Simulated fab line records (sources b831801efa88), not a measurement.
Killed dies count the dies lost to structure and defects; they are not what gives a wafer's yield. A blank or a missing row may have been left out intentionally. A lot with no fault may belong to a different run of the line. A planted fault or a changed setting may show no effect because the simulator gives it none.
Comparing a struck lot with a sound one ; flow sky130 ; 32 steps out of a route of 708
Sound: wafers L277.1, L277.2, L277.6. Wafers struck: L291.2, L291.4, L291.6. The cause is named last.
Per side, at each step with rows, come the tool, then ch with its chambers, and then its first start. Under that, the readings that differ: sound wafers ; struck wafers ; difference of the means ; sigmas: that difference in standard deviations of wafers without a fault.
alike: readings with means less than 2 such deviations apart, plus words and numbers identical on both sides. not compared: withheld readings, readings lacking a value on some wafer, bounds such as >300 that could conceal the same value, and numbers that have no deviation in the record and whose values overlap.
A row with sigmas, a row that says differs or no value, or rows on one side alone: a step with any of these is where the two part. Non-overlapping numbers with no deviation appear without sigmas and do not part them. A reading that every wafer of one side lacks parts them only if that side has two wafers or more.

SKY_PWDE_OVL_MEAS_07:
  struck on overlay-01, day 7 02:17; sound on overlay-01, day 4 13:38
  alike: PWDE_OVL
next, for these wafers, 1 step has no rows: SKY_PWDE_IMPLANT_08.
SKY_PWDE_STRIP_09: strips in O2/N2.
  sound on plasma asher-01 ch 0,1, day 4 13:49; struck on plasma asher-04 ch 0,1, day 7 02:28
  alike: drypump motor current A, o2 flow sccm, oes product au, strip time to endpoint s
  not compared: rf hours counter h
SKY_PWDE_TW_MEAS_10:
  struck on film metro-04, day 7 02:35; sound on film metro-04, day 4 13:55
  alike: PWDE_TW
then, 7 steps without rows for these wafers: SKY_NWELL_DEHYDRATE_03 (time 60 s); SKY_NWELL_HMDS_04 (prime time 60 s); SKY_NWELL_COAT_05 (resist thk 3000 nm); SKY_NWELL_SOFTBAKE_06; SKY_NWELL_EXPOSE_07 (exposes mask NWM, target cd 840 nm); SKY_NWELL_PEB_08; SKY_NWELL_DEVELOP_09 (develop time 60 s).
SKY_NWELL_OVL_MEAS_10:
  struck on overlay-01, day 7 22:10; sound on overlay-01, day 5 07:37
  alike: NWELL_00_OVL
SKY_NWELL_IMPLANT_11:
  sound on implanter-03 ch 0, day 5 07:38; struck on implanter-01 ch 0, day 7 22:13
reading;sound;struck;difference;sigmas
dose ions cm2;1.8986e+13 1.9001e+13 1.8998e+13;1.5058e+13 1.5069e+13 1.5082e+13;-3.9253e+12;-99 or more
faraday current uA;106.6 109.4 106.8;84.3 85.4 87.1;-22.0;-10
  alike: end station pressure torr
then, 2 steps without rows for these wafers: SKY_NWELL_IMPLANT_12; SKY_NWELL_IMPLANT_13.
SKY_NWELL_STRIP_14: strips in O2/N2.
  sound on plasma asher-02 ch 0,1, day 5 08:05; struck on plasma asher-03 ch 0,1, day 7 22:38
  alike: drypump motor current A, o2 flow sccm, oes product au, strip time to endpoint s
  not compared: rf hours counter h
SKY_NWELL_TW_MEAS_15:
  struck on film metro-02, day 7 22:45; sound on film metro-04, day 5 08:11
reading;sound;struck;difference;sigmas
NWELL_TW;1810 1813 1824;1690 1688 1682;-129;-8
then, 7 steps without rows for these wafers: SKY_NWELL_DEHYDRATE_16 (time 60 s); SKY_NWELL_HMDS_17 (prime time 60 s); SKY_NWELL_COAT_18 (resist thk 3000 nm); SKY_NWELL_SOFTBAKE_19; SKY_NWELL_EXPOSE_20 (exposes mask NWM COMPLEMENT, target cd 840 nm); SKY_NWELL_PEB_21; SKY_NWELL_DEVELOP_22 (develop time 60 s).
SKY_NWELL_OVL_MEAS_23:
  struck on overlay-01, day 8 19:13; sound on overlay-01, day 6 02:19
  alike: NWELL_01_OVL
next, for these wafers, 1 step has no rows: SKY_NWELL_IMPLANT_24.
SKY_NWELL_STRIP_25: strips in O2/N2.
  sound on plasma asher-03 ch 0,1, day 6 02:30; struck on plasma asher-02 ch 0,1, day 8 19:23
  alike: drypump motor current A, o2 flow sccm, oes product au, strip time to endpoint s
  not compared: rf hours counter h
SKY_NWELL_TW_MEAS_26:
  struck on film metro-04, day 8 19:30; sound on film metro-04, day 6 02:36
  alike: NWELL_2_TW
then, 1 step without rows for these wafers: SKY_NWELL_CLEAN_27 (cleans in SC1/SC2, time 150 s).
SKY_NWELL_RTA_28: time 30 s.
  sound on rtp anneal-02 ch 0, day 6 02:43; struck on rtp anneal-01 ch 0, day 8 19:37
  alike: chamber o2 ppm, lamp power pct, wafer_temp_C_max
SKY_NWELL_RS_MEAS_29: measures by four-point-probe.
  struck on film metro-02, day 8 19:43; sound on film metro-02, day 6 02:49
reading;sound;struck;difference;sigmas
NWELL_RS (ohm/sq);622.0 625.4 624.2;705.1 705.9 706.1;+81.8;+43
-- the record jumps here: 41 days lie between the struck wafers' starts before and after (it left off in module NWELL and takes up again in module PAD_OPEN, whose first step shown is number 708 of the route) --
SKY_PAD_OPEN_PROBE_99:
  struck on prober-02, day 49 10:55; sound on prober-02, day 46 11:12
reading;sound;struck;difference;sigmas
model.etest.nfet_16v.r on ohm um;1.422e+04 1.427e+04 1.427e+04;1.48e+04 1.496e+04 1.488e+04;+6.27e+02;
model.etest.res nwell.line ohm um;1092 1087 1100;1343 1318 1300;+227;
model.etest.res nwell.rs ohm sq;932.2 939.4 932.3;1102 1073 1053;+141;
model.etest.res iso pwell.width nm (nm);2624 2634 2628;2678 2677 2686;+52;
model.etest.res nwell.width nm (nm);856.3 851.9 850.8;810 807.5 807;-45;
model.etest.pfet_16v.drive ua um;241.5 239.2 242.8;259.2 261 263.3;+20.0;
model.etest.field p.vt v (V);-42.04 -42.16 -41.81;-37.46 -35.94 -35.54;+5.69;
  alike: killed_at_M0_to_M3, killed_at_M4_up, killed at contacts, killed at front end, killed at other, killed dies, killed open, killed short
  not compared: model.etest.tip_p_5v.rs ohm sq

== WHERE THEY PART ==
First at SKY_NWELL_IMPLANT_11; last, within this record, at SKY_NWELL_RS_MEAS_29. Later steps at which nothing parts them and some readings are alike: SKY_PAD_OPEN_PROBE_99.

WHY: what the simulator had put in
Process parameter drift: implanter-01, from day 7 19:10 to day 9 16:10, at SKY_NWELL_IMPLANT_11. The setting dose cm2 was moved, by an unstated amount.
